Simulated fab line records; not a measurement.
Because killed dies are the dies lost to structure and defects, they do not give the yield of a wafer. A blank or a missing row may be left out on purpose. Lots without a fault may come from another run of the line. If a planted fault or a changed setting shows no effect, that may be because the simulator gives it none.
Which tool is to blame?    flow sky130    13 lots with 39 wafers sampled at 4 steps, on a route of 708 steps

## WHAT EACH GAUGE READ, for each wafer
The record holds no reading of a measuring or inspecting step that can be judged against a usual standard deviation.

## WHICH TOOL RAN EACH LOT (tool, then ch and the chambers of the sampled wafers, then the start)
lot   SKY_LOCAL_INTERCONNECT_DEVELOP_10  SKY_CONTACT_CVD_00               SKY_VIA1_CMP_24                SKY_VIA2_ETCH_14
L408  litho-track-04 ch 0, day 31 04:00  pecvd-04 ch 0,2, day 31 05:47    cmp-01 ch 1,2,3, day 34 20:13  rie-diel-03 ch 1,2, day 37 02:37
L411  litho-track-02 ch 0, day 31 22:00  pecvd-04 ch 0,1, day 32 00:01    cmp-02 ch 0,1, day 35 17:18    rie-diel-04 ch 0,1,3, day 37 23:08
L414  litho-track-02 ch 0, day 32 23:00  pecvd-03 ch 0,2, day 33 00:50    cmp-01 ch 0,3, day 36 12:51    rie-diel-03 ch 0,1, day 38 18:05
L415  litho-track-04 ch 0, day 33 07:00  pecvd-04 ch 0,1, day 33 08:47    cmp-01 ch 2,3, day 36 20:25    rie-diel-04 ch 0,3, day 39 01:23
L416  litho-track-04 ch 0, day 33 17:00  pecvd-01 ch 0,2, day 33 18:33    cmp-02 ch 0,1,3, day 37 06:47  rie-diel-01 ch 0,1,2, day 39 11:49
L418  litho-track-04 ch 0, day 34 06:00  pecvd-04 ch 0,1,2, day 34 07:22  cmp-01 ch 0,1,2, day 37 18:08  rie-diel-01 ch 0,1,2, day 39 22:17
L420  litho-track-04 ch 0, day 34 18:00  pecvd-03 ch 0,2, day 34 19:57    cmp-02 ch 0,1,2, day 38 07:43  rie-diel-03 ch 1,2, day 40 11:19
L419  litho-track-03 ch 0, day 34 21:00  pecvd-01 ch 0,2, day 34 22:16    cmp-02 ch 0,1,2, day 38 09:37  rie-diel-01 ch 1,2,3, day 40 13:22
L422  litho-track-04 ch 0, day 35 14:00  pecvd-01 ch 0,1, day 35 15:25    cmp-01 ch 1,2,3, day 39 01:38  rie-diel-01 ch 0,1,3, day 41 04:52
L424  litho-track-02 ch 0, day 36 00:00  pecvd-01 ch 0,2, day 36 01:16    cmp-01 ch 1,2,3, day 39 11:25  rie-diel-03 ch 1,2, day 41 14:20
L428  litho-track-03 ch 0, day 37 01:00  pecvd-04 ch 0,2, day 37 02:47    cmp-02 ch 0,2,3, day 40 11:49  rie-diel-03 ch 0,1, day 42 14:46
L429  litho-track-03 ch 0, day 37 12:00  pecvd-01 ch 1,2, day 37 13:08    cmp-01 ch 1,2,3, day 40 21:05  rie-diel-03 ch 0,1,2, day 42 22:43
L430  litho-track-02 ch 0, day 37 20:00  pecvd-03 ch 0,1,2, day 37 21:05  cmp-02 ch 0,1,2, day 41 05:50  rie-diel-04 ch 0,1,3, day 43 07:20
- SKY_LOCAL_INTERCONNECT_DEVELOP_10: develop time 60 s.
- SKY_CONTACT_CVD_00: deposits Si3N4, target thk 75 nm.
- SKY_VIA1_CMP_24: polishes, stops on SiO2, t overpolish 15 s, target thk 0 nm.
- SKY_VIA2_ETCH_14: etches BARC in N2/H2, stops on SiO2, time 45.9 s, target depth 60 nm.

## AS READ BY THE TOOLS THEMSELVES (means over the sampled wafers that have a number; for cases with no such wafer, the mark the record gives instead)
SKY_LOCAL_INTERCONNECT_DEVELOP_10.
lot   tool            developer-temp-C (C)
L408  litho-track-04  20.91
L411  litho-track-02  20.99
L414  litho-track-02  21.08
L415  litho-track-04  20.95
L416  litho-track-04  20.97
L418  litho-track-04  20.97
L420  litho-track-04  23.20
L419  litho-track-03  20.92
L422  litho-track-04  23.22
L424  litho-track-02  20.96
L428  litho-track-03  20.95
L429  litho-track-03  21.08
L430  litho-track-02  21.13

SKY_CONTACT_CVD_00.
lot   tool      heater-power-w (W)
L408  pecvd-04  764
L411  pecvd-04  678
L414  pecvd-03  689
L415  pecvd-04  582
L416  pecvd-01  734
L418  pecvd-04  737
L420  pecvd-03  651
L419  pecvd-01  741
L422  pecvd-01  737
L424  pecvd-01  716
L428  pecvd-04  755
L429  pecvd-01  667
L430  pecvd-03  707

SKY_VIA1_CMP_24.
lot   tool    motor-current-A (A)  overpolish-run-s (s)  time-to-endpoint-s (s)
L408  cmp-01  10.1                 15.004                67
L411  cmp-02  11.3                 15.004                61
L414  cmp-01  11.5                 14.987                66
L415  cmp-01  9.6                  14.999                66
L416  cmp-02  11.6                 15.004                66
L418  cmp-01  9.9                  15.006                71
L420  cmp-02  11.3                 15.005                68
L419  cmp-02  11.3                 15.004                65
L422  cmp-01  10.1                 15.000                63
L424  cmp-01  10.0                 15.002                67
L428  cmp-02  11.3                 14.999                66
L429  cmp-01  9.9                  14.997                64
L430  cmp-02  11.6                 15.003                64

SKY_VIA2_ETCH_14.
lot   tool         bias-w (W)  drypump-motor-current-A (A)  oes-product-au (a.u.)  throttle-valve-pct (%)
L408  rie-diel-03  99.6        5.3                          0.851                  13.228
L411  rie-diel-04  100.1       6.0                          0.856                  13.222
L414  rie-diel-03  100.0       5.8                          0.860                  13.228
L415  rie-diel-04  99.5        6.1                          0.856                  13.228
L416  rie-diel-01  100.2       5.6                          0.853                  13.227
L418  rie-diel-01  99.8        5.6                          0.860                  13.220
L420  rie-diel-03  100.2       5.3                          0.859                  13.232
L419  rie-diel-01  100.1       5.8                          0.859                  13.229
L422  rie-diel-01  100.1       5.7                          0.861                  13.224
L424  rie-diel-03  100.1       5.3                          0.862                  13.229
L428  rie-diel-03  99.9        5.8                          0.856                  13.229
L429  rie-diel-03  100.3       5.5                          0.860                  13.227
L430  rie-diel-04  100.2       6.0                          0.863                  13.211

## THE ANSWER, worked out from the rows above alone
Rule: the usual values come from the lots themselves. The widest of any qualifying gaps counts: lots, ordered by their means at a reading, are off when they make up no more than a third of the lots, leave a main group of 4 or more, and stand apart from it by 3 or more times the standard deviation of that group's means. A main group whose means are all the same, to the digits that the tables above print for the reading, isn't used. A lot without any number at a reading at which 4 lots or more have one is off too. Where the step has rows for the other lots, those lots are counted as sound. The gauges are gone through in route order, then the tools' own readings, and for those a lot's mean is taken as printed above. The first step at which some lot is off is used, and at that step the reading that is off furthest; a lot without a number counts as furthest.
Off, at SKY_LOCAL_INTERCONNECT_DEVELOP_10 on developer-temp-C: L420, L422. The main group has a mean of 20.99 C with a standard deviation of 0.069.
If a tool, at that step or one of the process steps before it, ran each lot that is off and ran no sound lot following the first of them, it fits. One fits: SKY_LOCAL_INTERCONNECT_DEVELOP_10 on litho-track-04. A fault onset in the window from L418 (day 34 06:00, its last sound lot) to L420 (day 34 18:00, its first lot off) fits.
The tool's own readings at SKY_LOCAL_INTERCONNECT_DEVELOP_10 bear it out: on the lots that are off they differ by more than 5 times the standard deviation of the sound lots' means. developer-temp-C reads 23.21 C there against 20.99 C on the sound lots.

## WHAT WAS PUT IN BY THE SIMULATOR
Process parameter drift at SKY_LOCAL_INTERCONNECT_DEVELOP_10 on litho-track-04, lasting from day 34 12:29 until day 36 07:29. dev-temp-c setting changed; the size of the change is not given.
Shown lots that were struck: L420, L422. The same result came from the rule above.
